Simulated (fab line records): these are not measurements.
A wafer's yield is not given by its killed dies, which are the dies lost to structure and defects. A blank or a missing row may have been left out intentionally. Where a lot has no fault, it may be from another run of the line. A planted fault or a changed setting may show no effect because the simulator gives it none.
Struck lot and sound lot, side by side	flow gf180mcu	32 steps out of a route of 602
Sound: the wafers L189.2, L189.3, L189.5. Wafers struck: L196.1, L196.3, L196.6. Last of all comes the cause.
Each step with rows lists, per side, the tool, then ch with its chambers, then its first start. Under that, the readings that differ: sound wafers	struck wafers	difference of the means	sigmas: that difference in standard deviations of wafers without a fault.
alike: same words and numbers on both sides, and readings whose means sit less than 2 such deviations apart. not compared: any withheld reading, any reading some wafer has no value for, any bound like >300 that may hide the same value, and any number with overlapping values for which the record gives no deviation.
A row with sigmas, a row that says differs or no value, or rows on one side alone: a step with any of these is where the two part. Numbers that have no deviation but don't overlap get no sigmas and don't part them. Lack of a reading on every wafer of one side parts them only where that side has two or more wafers.

first, 3 steps without rows for these wafers: GF_MVSD_EXPOSE_04 (exposes mask MVSD, target cd 1000 nm); GF_MVSD_PEB_05; GF_MVSD_DEVELOP_06 (develop time 60 s).
GF_MVSD_OVL_MEAS_07:
  sound: overlay-02 at day 5 10:54; struck: overlay-02 at day 7 10:26
  alike: MVSD_OVL
then, 2 steps without rows for these wafers: GF_MVSD_IMPLANT_08; GF_MVSD_IMPLANT_09.
GF_MVSD_STRIP_10: strips in O2/N2.
  sound on plasmaAsher-01 ch 0,1, day 5 11:14; struck on plasmaAsher-01 ch 1, day 7 10:47
  alike: drypumpMotorCurrentA, heaterPowerW, oesProductAu, stripTimeToEndpointS
  not compared: rfHoursCounterH
GF_MVSD_TW_MEAS_11:
  sound: filmMetro-03 at day 5 11:20; struck: filmMetro-04 at day 7 10:53
  alike: MVSD_TW
then, 4 steps without rows for these wafers: GF_MVPSD_DEHYDRATE_00 (time 60 s); GF_MVPSD_HMDS_01 (prime time 60 s); GF_MVPSD_COAT_02 (resist thk 3000 nm); GF_MVPSD_SOFTBAKE_03.
GF_MVPSD_EXPOSE_04: exposes mask MVPSD, target cd 1000 nm.
  sound on ilineStepper-02 ch 0, day 5 18:57; struck on ilineStepper-02 ch 0, day 7 18:44
reading	sound	struck	difference	sigmas
mask	MVPSD#0 MVPSD#0 MVPSD#0	LVPWELL_LV_AREA#0 LVPWELL_LV_AREA#0 LVPWELL_LV_AREA#0	differs	
then, 2 steps without rows for these wafers: GF_MVPSD_PEB_05; GF_MVPSD_DEVELOP_06 (develop time 60 s).
GF_MVPSD_OVL_MEAS_07:
  sound: overlay-01 at day 6 01:59; struck: overlay-01 at day 8 03:47
reading	sound	struck	difference	sigmas
MVPSD_OVL (nm)	-2.2 -3.2 -1.2	- - -	no value on the struck wafers	
then, 2 steps without rows for these wafers: GF_MVPSD_IMPLANT_08; GF_MVPSD_IMPLANT_09.
GF_MVPSD_STRIP_10: strips in O2/N2.
  sound on plasmaAsher-03 ch 0,1, day 6 02:19; struck on plasmaAsher-02 ch 0,1, day 8 04:08
reading	sound	struck	difference	sigmas
stripTimeToEndpointS (s)	36.76 36.80 36.85	37.08 36.95 37.13	+0.25	+2
  alike: drypumpMotorCurrentA, heaterPowerW, oesProductAu
  not compared: rfHoursCounterH
GF_MVPSD_TW_MEAS_11:
  sound: filmMetro-01 at day 6 02:26; struck: filmMetro-04 at day 8 04:14
reading	sound	struck	difference	sigmas
MVPSD_TW	545 548 545	31 31 30	-515	-71
then, 7 steps without rows for these wafers: GF_VT_IMPLANT_DEHYDRATE_00 (time 60 s); GF_VT_IMPLANT_HMDS_01 (prime time 60 s); GF_VT_IMPLANT_COAT_02 (resist thk 1000 nm); GF_VT_IMPLANT_SOFTBAKE_03 (time 60 s); GF_VT_IMPLANT_EXPOSE_04 (exposes mask LVPWELL LV AREA, target cd 600 nm); GF_VT_IMPLANT_PEB_05; GF_VT_IMPLANT_DEVELOP_06 (develop time 60 s).
GF_VT_IMPLANT_OVL_MEAS_07:
  sound: overlay-02 at day 6 18:28; struck: overlay-01 at day 8 21:13
reading	sound	struck	difference	sigmas
VT_IMPLANT_OVL (nm)	1.0 1.5 0.1	-3.4 -2.0 -1.0	-3.0	-2
then, 1 step without rows for these wafers: GF_VT_IMPLANT_IMPLANT_08.
GF_VT_IMPLANT_STRIP_09: strips in O2/N2.
  sound on plasmaAsher-02 ch 0,1, day 6 18:38; struck on plasmaAsher-02 ch 0,1, day 8 21:24
  alike: drypumpMotorCurrentA, heaterPowerW, oesProductAu, stripTimeToEndpointS
  not compared: rfHoursCounterH
GF_VT_IMPLANT_TW_MEAS_10:
  sound: filmMetro-03 at day 6 18:45; struck: filmMetro-02 at day 8 21:30
reading	sound	struck	difference	sigmas
VT_IMPLANT_TW	566 568 568	698 697 698	+130	+26
then, 1 step without rows for these wafers: GF_VT_IMPLANT_DEHYDRATE_11 (time 60 s).

== WHERE THEY PART ==
Last at GF_VT_IMPLANT_TW_MEAS_10 as far as this record goes, first at GF_MVPSD_EXPOSE_04.

WHY: whatever the simulator had introduced
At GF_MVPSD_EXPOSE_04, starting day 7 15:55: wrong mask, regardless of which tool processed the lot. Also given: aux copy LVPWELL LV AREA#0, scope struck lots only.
